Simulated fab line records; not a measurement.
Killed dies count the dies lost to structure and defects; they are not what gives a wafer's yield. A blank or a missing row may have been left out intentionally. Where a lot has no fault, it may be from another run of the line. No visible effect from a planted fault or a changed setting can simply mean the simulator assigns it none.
2 desks, one fault / flow gf180mcu / each desk has only its own numbers; what lay behind them comes last

THE TOOL OWNER'S DESK: pvdSputter-02
The tool's own readings at GF_TOP_METAL_SPUTTER_00 (material Ti, target thk 37.5 nm, time 150 s): means of the sampled wafers that have a number, for each lot that ran on this tool. If a lot's mean is further than 4 standard deviations from the usual mean, the lot is out of limits and carries the mark OUT (the distance appears in the brackets).
Columns: A = chamberPressurePa at GF_TOP_METAL_SPUTTER_00, usual 2.000 Pa; B = throttleValvePct at GF_TOP_METAL_SPUTTER_00, usual 29.8 %
lot=L453; first seen here=day 29 19:34; A=2.004; B=29.4
lot=L454; first seen here=day 30 00:46; A=1.995; B=29.2
lot=L455; first seen here=day 30 08:16; A=1.622 (-97) OUT; B=33.2
lot=L456; first seen here=day 30 18:37; A=1.621 (-97) OUT; B=32.8
lot=L467; first seen here=day 33 09:19; A=1.998; B=28.5
This desk finds L455, L456 out of limits, L455 being first, at day 30 08:16 (chamberPressurePa at GF_TOP_METAL_SPUTTER_00). Within limits: L453, L454, L467.

THE METROLOGY DESK
Means of the sampled wafers that have a number, per lot and without regard to the tool the lot ran on: this is what the gauges read. If a lot's mean is further than 4 standard deviations from the usual mean, the lot is out of limits and carries the mark OUT (the distance appears in the brackets).
Columns: A = V4_CVD_02_THK at GF_V4_THK_MEAS_03, usual 851 nm
lot=L447; first seen here=day 24 02:14; A=851
lot=L448; first seen here=day 24 13:00; A=850
lot=L449; first seen here=day 24 19:27; A=863
lot=L452; first seen here=day 25 21:05; A=846
lot=L453; first seen here=day 26 05:59; A=841
lot=L454; first seen here=day 26 12:56; A=846
lot=L455; first seen here=day 26 21:51; A=845
lot=L456; first seen here=day 27 08:00; A=854
lot=L464; first seen here=day 29 11:48; A=857
lot=L465; first seen here=day 29 15:11; A=852
lot=L466; first seen here=day 30 00:31; A=866
lot=L467; first seen here=day 30 07:07; A=845
lot=L468; first seen here=day 30 18:26; A=861
This desk found nothing out of limits on any of the 13 lots.

TAKEN TOGETHER
The tool owner's desk had the chance to raise an alarm at day 30 08:16 on L455, L456.
From the metrology desk's view, nothing was out of limits.
The metrology desk has L455, L456 on record, within its limits.
GF_TOP_METAL_SPUTTER_00 was run on pvdSputter-02 by each of the lots named.

WHAT THE SIMULATOR HAD INSERTED
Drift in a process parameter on pvdSputter-02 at GF_TOP_METAL_SPUTTER_00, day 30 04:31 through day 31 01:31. Setting chamberPressurePa, moved by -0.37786, from 2. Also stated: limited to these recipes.
Struck lots among those shown: L455, L456.
Each desk's first reading out of limits, in hours after the fault started: the tool owner's desk, 4.
